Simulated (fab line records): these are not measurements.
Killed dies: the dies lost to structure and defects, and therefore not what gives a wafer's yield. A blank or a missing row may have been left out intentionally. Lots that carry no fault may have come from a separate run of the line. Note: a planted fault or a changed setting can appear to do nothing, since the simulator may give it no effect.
Tool commonality check -- flow gf180mcu -- 36 wafers sampled across 12 lots

THE REASON FOR OPENING IT
At GF_HV_LDD_CD_MEAS_46 the reading cd nm is flagged on 3 of 12 lots. No-fault wafers: 399.4 nm, standard deviation 2.
Rule: a lot gets a flag if all its wafers with a number sit over 4 standard deviations from that mean, or if no wafer of it has a number. As for the other lots, they are considered sound.

lot,measured,on,"cd nm (nm), wafer by wafer",flag
L336,day 12 02:22,cd sem-01,403.1 401.9 403.1,
L337,day 12 10:28,cd sem-01,400.5 399.4 399.8,
L344,day 14 18:36,cd sem-02,399.1 397.4 395.6,
L345,day 15 07:07,cd sem-01,399.4 396.8 397.8,
L346,day 16 09:04,cd sem-01,403.3 398.3 401.7,
L347,day 16 20:22,cd sem-02,387.1 385.9 385.5,FLAGGED
L349,day 16 22:23,cd sem-02,381.3 382.3 384.0,FLAGGED
L348,day 17 00:48,cd sem-02,387.8 384.7 385.4,FLAGGED
L351,day 17 19:07,cd sem-02,397.8 398.1 400.0,
L355,day 19 03:47,cd sem-01,400.2 399.2 400.3,
L358,day 19 18:06,cd sem-01,397.2 399.7 400.3,
L359,day 20 01:22,cd sem-02,398.1 399.2 398.5,
The numbers of the flagged lots are 384.9 nm on average: -14.5 nm against the usual, or -7 standard deviations.

WHICH TOOL EACH LOT WENT THROUGH
The record holds 1 process step before the reading, out of a route of 602 steps. In each cell: the tool, then ch and the chambers that the sampled wafers went through, then the start.
lot,flag,GF_HV_LDD_COAT_41
L336,,"litho track-02 ch 0, day 11 16:58"
L337,,"litho track-04 ch 0, day 12 00:49"
L344,,"litho track-02 ch 0, day 14 08:40"
L345,,"litho track-02 ch 0, day 14 20:50"
L346,,"litho track-04 ch 0, day 15 21:31"
L347,FLAGGED,"litho track-02 ch 0, day 16 09:08"
L349,FLAGGED,"litho track-02 ch 0, day 16 11:11"
L348,FLAGGED,"litho track-02 ch 0, day 16 13:01"
L351,,"litho track-01 ch 0, day 17 07:55"
L355,,"litho track-04 ch 0, day 18 15:43"
L358,,"litho track-02 ch 0, day 19 05:31"
L359,,"litho track-01 ch 0, day 19 12:58"
These steps, and what they do:
- GF_HV_LDD_COAT_41: resist thk 1000 nm.
- GF_HV_LDD_CD_MEAS_46: target cd 400 nm.

FLAGGED AGAINST TOTAL, ONE TOOL AT A TIME (gauges that did the reading follow at the end)
step,tool,lots run,flagged,share of the flagged lots,sound lots run after its first flagged lot
GF_HV_LDD_COAT_41,litho track-01,2,0,none,-
GF_HV_LDD_COAT_41,litho track-02,7,3,all,1 (L358)
GF_HV_LDD_COAT_41,litho track-04,3,0,none,-
GF_HV_LDD_CD_MEAS_46,cd sem-01,6,0,none,-
GF_HV_LDD_CD_MEAS_46,cd sem-02,6,3,all,"2 (L351,L359)"

WHAT THE TABLE ALLOWS
Rows of the table that ran all the flagged lots, 2 in number: litho track-02 at GF_HV_LDD_COAT_41; cd sem-02 at GF_HV_LDD_CD_MEAS_46.
- litho track-02 at GF_HV_LDD_COAT_41 ran 7 lots, 3 of them flagged. After the first flagged lot (L358), sound lots still ran on it; a lasting fault on the whole tool would not permit that. Its own readings lie more than 4 standard deviations out on every wafer of the flagged lots: spin speed rpm.
- cd sem-02 at GF_HV_LDD_CD_MEAS_46 ran 6 lots, 3 of them flagged. After the first flagged lot (L351, L359), sound lots still ran on it; a lasting fault on the whole tool would not permit that.
Not one row of the table ran every flagged lot while running no sound lot after the first.

WHAT THE SIMULATOR HAD INSERTED
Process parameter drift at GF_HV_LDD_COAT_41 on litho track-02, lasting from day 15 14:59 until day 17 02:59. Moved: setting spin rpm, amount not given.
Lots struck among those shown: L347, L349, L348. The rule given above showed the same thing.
